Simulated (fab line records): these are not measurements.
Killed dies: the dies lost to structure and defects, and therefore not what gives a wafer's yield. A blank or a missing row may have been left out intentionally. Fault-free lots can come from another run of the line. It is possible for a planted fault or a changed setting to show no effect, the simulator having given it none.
Matching of chambers / flow gf180mcu / 4 sister chambers for GF_CONTACT_ETCH_17 on rie diel-01
The step etches SiO2 in C4F8/O2/Ar, stops on CoSi2, target depth 860 nm. 4 wafers are shown with their chamber, then 7 later ones without.

## WAFERS PAIRED WITH THEIR CHAMBERS
wafer=L651.1; chamber=3; rf fwd power W (W)=1492
wafer=L659.2; chamber=0; rf fwd power W (W)=1497
wafer=L666.2; chamber=1; rf fwd power W (W)=1500
wafer=L666.3; chamber=2; rf fwd power W (W)=1492

## WAFERS WITH NO CHAMBER GIVEN
wafer=L666.6; rf fwd power W (W)=1494
wafer=L667.2; rf fwd power W (W)=1494
wafer=L667.4; rf fwd power W (W)=1505
wafer=L667.5; rf fwd power W (W)=1508
wafer=L668.1; rf fwd power W (W)=1492
wafer=L668.4; rf fwd power W (W)=1487
wafer=L668.5; rf fwd power W (W)=1494

## THE CHAMBER EACH PASSED THROUGH
wafer=L666.6; from the rows above=can't be placed: 2 or 3 or 0 or 1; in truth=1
wafer=L667.2; from the rows above=can't be placed: 2 or 3 or 0 or 1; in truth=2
wafer=L667.4; from the rows above=can't be placed: 1 or 0 or 2 or 3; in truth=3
wafer=L667.5; from the rows above=can't be placed: 1 or 0 or 2 or 3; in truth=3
wafer=L668.1; from the rows above=can't be placed: 2 or 3 or 0 or 1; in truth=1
wafer=L668.4; from the rows above=can't be placed: 2 or 3 or 0 or 1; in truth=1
wafer=L668.5; from the rows above=can't be placed: 2 or 3 or 0 or 1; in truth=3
0 of 7 placed correctly. From these rows, 7 cannot be placed; in 7 the true chamber is one of the candidates. Number placed wrongly: 0.
How it was worked out, from the rows above alone: a wafer's distance from a chamber is the root of the sum, over the readings, of the square of ((its reading less the chamber's mean) divided by the reading's scatter). If the next closest chamber is less than 2 further off than the closest, the wafer can't be placed; otherwise it belongs to the closest. For every chamber, the mean is computed from those of its wafers that are shown. The scatter: with one shown wafer a chamber, the root of the mean of the squares of how far each hidden wafer lies from its nearest shown one.
